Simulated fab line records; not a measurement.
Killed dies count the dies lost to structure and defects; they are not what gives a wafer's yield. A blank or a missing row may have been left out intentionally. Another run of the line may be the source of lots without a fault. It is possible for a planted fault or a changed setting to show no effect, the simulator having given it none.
Chamber matching	flow gf180mcu	GF_STI_CMP_25 on cmp-02: 4 sister chambers
The step polishes, stops on Si3N4, t overpolish 33 s, target thk 524.6 nm. 8 wafers are shown with their chamber, then 9 later ones without.

== WAFERS, EACH WITH ITS CHAMBER ==
wafer	chamber	motor current A (A)	time to endpoint s (s)
L262.4	1	11.4	122
L267.1	0	11.5	124
L270.1	3	13.4	122
L270.2	2	12.6	118
L270.5	2	12.5	115
L271.1	3	13.0	129
L271.2	1	11.5	123
L271.6	0	11.8	129

== WAFERS MISSING THEIR CHAMBER ==
wafer	motor current A (A)	time to endpoint s (s)
L273.2	11.2	120
L273.5	13.5	125
L273.6	11.9	116
L275.1	11.3	121
L275.3	11.9	127
L275.4	11.8	118
L276.1	11.3	129
L276.4	13.6	125
L276.5	12.3	117

== WHICH CHAMBER EACH ONE RAN IN ==
wafer	from the rows above	in truth
L273.2	can't be placed: 1 or 0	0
L273.5	3	3
L273.6	can't be placed: 1 or 0 or 2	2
L275.1	can't be placed: 1 or 0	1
L275.3	can't be placed: 0 or 1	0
L275.4	can't be placed: 1 or 0 or 2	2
L276.1	can't be placed: 0 or 1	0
L276.4	3	3
L276.5	2	2
3 of 9 placed correctly. These rows do not allow placing 6 (true chamber among the candidates in 6). 0 placed wrongly.
How it was worked out, from the rows above alone: a wafer's distance from a chamber is the root of the sum, over the readings, of the square of ((its reading less the chamber's mean) divided by the reading's scatter). The wafer belongs to the nearest chamber; if the next one is less than 2 further off, it can't be placed. For every chamber, the mean is computed from those of its wafers that are shown. The scatter: take each reading less its chamber's mean, square it, sum over the shown wafers, divide by the number of wafers less the number of chambers, and take the root.
